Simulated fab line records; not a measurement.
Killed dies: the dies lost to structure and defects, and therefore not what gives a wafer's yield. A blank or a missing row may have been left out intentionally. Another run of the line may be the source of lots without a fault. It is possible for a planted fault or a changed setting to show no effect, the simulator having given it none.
Chamber matching | flow sky130 | SKY_PASSIVATION_ETCH_11 on rieDiel-03 has 4 sister chambers
The step etches the open film in CF4/O2, stops on AlCu, target depth 725 nm, time 161.1 s. 16 wafers are shown with their chamber, then 8 later ones without.

WAFERS, EACH WITH ITS CHAMBER
wafer  | chamber | drypumpMotorCurrentA (A) | throttleValvePct (%) | oesProductAu (a.u.)
L077.1 | 3       | 5.9                      | 5.959                | 0.975
L077.2 | 0       | 5.2                      | 5.968                | 0.974
L077.6 | 2       | 5.5                      | 5.969                | 0.976
L080.2 | 0       | 5.3                      | 5.974                | 0.968
L080.5 | 2       | 5.4                      | 5.972                | 0.996
L080.6 | 3       | 5.9                      | 5.942                | 0.986
L083.2 | 3       | 6.0                      | 5.970                | 0.974
L083.3 | 3       | 6.0                      | 5.973                | 0.980
L083.5 | 3       | 6.0                      | 5.951                | 0.981
L084.3 | 0       | 5.3                      | 5.974                | 0.967
L084.4 | 3       | 5.9                      | 5.966                | 0.973
L084.6 | 0       | 5.3                      | 5.965                | 0.978
L085.1 | 0       | 5.3                      | 5.974                | 0.968
L085.2 | 1       | 5.0                      | 5.975                | 0.975
L085.3 | 2       | 5.4                      | 5.961                | 0.969
L088.1 | 3       | 5.9                      | 5.968                | 0.978

SIGNATURES, as means of the wafers listed above
reading              | chamber 0 | chamber 1 | chamber 2 | chamber 3 | scatter within a chamber
drypumpMotorCurrentA | 5.280     | 5.000     | 5.433     | 5.943     | 0.0515
throttleValvePct     | 5.97100   | 5.97500   | 5.96733   | 5.96129   | 0.00866
oesProductAu         | 0.97100   | 0.97500   | 0.98033   | 0.97814   | 0.00714
Rule: for a wafer and a chamber, the distance is found by dividing, reading by reading, the gap between the wafer's reading and the chamber's mean by the reading's scatter, squaring, summing and taking the root. If the next closest chamber is less than 2 further off than the closest, the wafer can't be placed; otherwise it belongs to the closest. The scatter is the square root of a quotient: the sum, over the shown wafers, of each reading's squared deviation from its chamber's mean, divided by wafers minus chambers.

WAFERS WITH NO CHAMBER GIVEN
wafer  | drypumpMotorCurrentA (A) | throttleValvePct (%) | oesProductAu (a.u.)
L088.3 | 5.0                      | 5.964                | 0.979
L088.5 | 5.0                      | 5.969                | 0.976
L090.1 | 5.1                      | 5.961                | 0.968
L090.3 | 5.4                      | 5.958                | 0.973
L090.6 | 5.9                      | 5.971                | 0.987
L096.3 | 6.0                      | 5.975                | 0.969
L096.4 | 5.2                      | 5.950                | 0.982
L096.5 | 6.0                      | 5.965                | 0.991

EACH ONE'S CHAMBER
wafer  | from the rows above          | in truth
L088.3 | 1                            | 1
L088.5 | 1                            | 1
L090.1 | can't be placed: 1 or 0      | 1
L090.3 | can't be placed: 2 or 0      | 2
L090.6 | 3                            | 3
L096.3 | 3                            | 3
L096.4 | can't be placed: 0 or 1 or 2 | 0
L096.5 | 3                            | 3
5 of 8 placed correctly. Cannot be placed on the basis of these rows: 3; the candidates contain the true chamber in 3. Wrongly placed: 0.
